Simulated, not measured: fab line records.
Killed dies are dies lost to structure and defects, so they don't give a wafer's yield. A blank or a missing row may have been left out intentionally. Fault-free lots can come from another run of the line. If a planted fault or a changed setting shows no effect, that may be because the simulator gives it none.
Which of the tools did it?	flow gf180mcu	14 lots with 42 wafers sampled at 5 steps, on a route of 602 steps

== WHAT THE GAUGES READ, wafer by wafer ==
GF_DUAL_GATE_THK_MEAS_03.
lot	measured	on	DUAL_GATE_OXIDATION_00_THK (nm)
L876	day 7 22:29	filmMetro-02	10.94 10.82 11.00
L877	day 8 06:38	filmMetro-04	10.84 11.21 11.10
L878	day 8 17:49	filmMetro-04	11.30 11.19 11.14
L879	day 9 01:59	filmMetro-01	11.25 11.09 10.96
L880	day 9 07:22	filmMetro-02	11.32 11.21 11.26
L882	day 9 16:42	filmMetro-01	11.51 11.32 11.34
L883	day 9 23:44	filmMetro-02	11.03 10.86 10.98
L884	day 10 05:41	filmMetro-01	10.79 10.96 10.90
L888	day 11 05:07	filmMetro-01	10.95 10.92 11.00
L891	day 12 02:59	filmMetro-02	11.05 10.94 10.99
L892	day 12 10:10	filmMetro-01	10.97 11.04 10.84
L893	day 12 19:37	filmMetro-04	10.90 10.66 10.84
L894	day 13 02:44	filmMetro-01	10.70 10.82 11.01
L896	day 13 15:02	filmMetro-01	11.08 11.06 11.18

GF_HV_LDD_OVL_MEAS_47.
lot	measured	on	HV_LDD_03_OVL (nm)
L876	day 12 19:49	overlay-01	-0.6 -1.6 -1.7
L877	day 13 05:02	overlay-02	-2.2 -2.2 -2.8
L878	day 13 13:03	overlay-01	1.2 -0.1 0.6
L879	day 14 02:17	overlay-01	-1.1 -1.4 -0.5
L880	day 14 05:25	overlay-01	-0.2 -1.8 -1.0
L882	day 14 17:54	overlay-02	-0.2 -1.3 -2.3
L883	day 15 05:04	overlay-01	-1.7 -1.3 0.6
L884	day 15 08:49	overlay-01	-1.1 -2.3 -1.7
L888	day 16 16:10	overlay-01	-0.8 0.1 -0.6
L891	day 17 18:04	overlay-01	210.5 210.7 209.2
L892	day 18 02:13	overlay-02	209.6 209.3 208.3
L893	day 18 13:22	overlay-01	-2.2 -2.0 -0.9
L894	day 19 00:10	overlay-02	-1.4 -2.5 -1.6
L896	day 19 09:51	overlay-01	-1.5 -0.9 0.4

GF_PSD_TW_MEAS_11.
lot	measured	on	PSD_TW
L876	day 14 16:40	filmMetro-03	3188 3156 3174
L877	day 15 03:35	filmMetro-03	3138 3154 3155
L878	day 15 12:05	filmMetro-01	3206 3217 3216
L879	day 16 01:51	filmMetro-01	3241 3239 3235
L880	day 16 05:19	filmMetro-03	3161 3145 3162
L882	day 16 18:14	filmMetro-01	3229 3234 3232
L883	day 17 05:56	filmMetro-01	3217 3213 3212
L884	day 17 09:06	filmMetro-01	3214 3240 3196
L888	day 18 18:22	filmMetro-02	3201 3177 3191
L891	day 20 00:02	filmMetro-01	3222 3221 3214
L892	day 20 06:48	filmMetro-01	3217 3227 3241
L893	day 20 17:23	filmMetro-01	3235 3231 3218
L894	day 21 04:03	filmMetro-01	3188 3167 3182
L896	day 21 13:50	filmMetro-01	3177 3180 3188

== EACH LOT AND THE TOOL THAT RAN IT (in order: tool; ch and the chambers of the sampled wafers; start) ==
lot	GF_HV_LDD_STRIP_10	GF_HV_LDD_EXPOSE_43
L876	plasmaAsher-01 ch 0,1, day 10 09:49	ilineStepper-01 ch 0, day 12 09:44
L877	plasmaAsher-04 ch 0,1, day 10 18:58	ilineStepper-01 ch 0, day 12 19:23
L878	plasmaAsher-03 ch 0,1, day 11 02:35	ilineStepper-02 ch 0, day 13 02:35
L879	plasmaAsher-03 ch 0,1, day 11 13:50	ilineStepper-01 ch 0, day 13 15:32
L880	plasmaAsher-03 ch 0,1, day 11 17:38	ilineStepper-02 ch 0, day 13 19:24
L882	plasmaAsher-01 ch 0,1, day 12 04:44	ilineStepper-01 ch 0, day 14 07:29
L883	plasmaAsher-01 ch 0,1, day 12 15:32	ilineStepper-02 ch 0, day 14 18:20
L884	plasmaAsher-03 ch 0,1, day 12 18:13	ilineStepper-02 ch 0, day 14 22:17
L888	plasmaAsher-04 ch 0,1, day 13 21:49	ilineStepper-01 ch 0, day 16 04:53
L891	plasmaAsher-01 ch 0,1, day 14 21:28	ilineStepper-01 ch 0, day 17 06:16
L892	plasmaAsher-04 ch 0,1, day 15 05:23	ilineStepper-01 ch 0, day 17 14:41
L893	plasmaAsher-03 ch 0,1, day 15 16:32	ilineStepper-02 ch 0, day 18 01:45
L894	plasmaAsher-01 ch 0,1, day 16 00:50	ilineStepper-02 ch 0, day 18 12:01
L896	plasmaAsher-03 ch 0,1, day 16 11:04	ilineStepper-02 ch 0, day 18 21:48
- GF_HV_LDD_STRIP_10: strips in O2/N2.
- GF_HV_LDD_EXPOSE_43: exposes mask Pplus HV AREA, target cd 400 nm.

== WHAT THE TOOLS THEMSELVES READ (means of the sampled wafers that have a number; where no wafer has one, the mark that the record gives instead) ==
GF_HV_LDD_STRIP_10.
lot	tool	drypumpMotorCurrentA (A)	heaterPowerW (W)	oesProductAu (a.u.)	stripTimeToEndpointS (s)
L876	plasmaAsher-01	5.3	337	0.715	12.66
L877	plasmaAsher-04	5.4	328	0.714	12.70
L878	plasmaAsher-03	5.9	329	0.715	12.65
L879	plasmaAsher-03	6.2	336	0.721	12.58
L880	plasmaAsher-03	5.8	331	0.718	12.57
L882	plasmaAsher-01	5.3	335	0.720	12.66
L883	plasmaAsher-01	5.3	324	0.715	12.66
L884	plasmaAsher-03	5.8	332	0.713	12.63
L888	plasmaAsher-04	5.2	327	0.715	12.53
L891	plasmaAsher-01	5.2	321	0.719	12.64
L892	plasmaAsher-04	5.4	328	0.718	12.65
L893	plasmaAsher-03	6.2	327	0.719	12.56
L894	plasmaAsher-01	5.3	331	0.721	12.58
L896	plasmaAsher-03	5.9	330	0.717	12.63

== THE ANSWER, worked out from the rows above alone ==
Rule: usual is defined by the lots themselves. Put in order of their means at a reading, lots are off if they are a third of the lots or fewer, leave a main group of 4 or more, and stand apart from it by a gap of 3 or more times the standard deviation of the main group's means; of several such gaps the widest counts. If all means in a main group match to the digits the tables above print for the reading, that group is not used. Also off: a lot with no number at a reading for which 4 or more lots have one. Where the step has rows for the other lots, those lots are counted as sound. Order of review: gauges by route order, followed by the tools' own readings, for which a lot's mean as printed above is used. The first step at which some lot is off is used, and at that step the reading that is off furthest; a lot without a number counts as furthest.
Off: at GF_HV_LDD_OVL_MEAS_47 (HV_LDD_03_OVL), L891, L892. Mean -1.1 nm and standard deviation 0.74 in the main group.
If a tool, at a process step before that reading, ran all the lots that are off and no sound lot after the first of them, it fits. The gauges at GF_HV_LDD_OVL_MEAS_47 are tried like those tools. One candidate fits, namely ilineStepper-01 at GF_HV_LDD_EXPOSE_43. Its last sound lot is L888 (day 16 04:53), its first lot that is off L891 (day 17 06:16): a fault that began between those two fits.

== WHAT THE SIMULATOR HAD INSERTED ==
Scanner matching overlay: ilineStepper-01, from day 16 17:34 on, at GF_HV_LDD_EXPOSE_43. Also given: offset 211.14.
Lots struck among those shown: L891, L892. The same result came from the rule above.
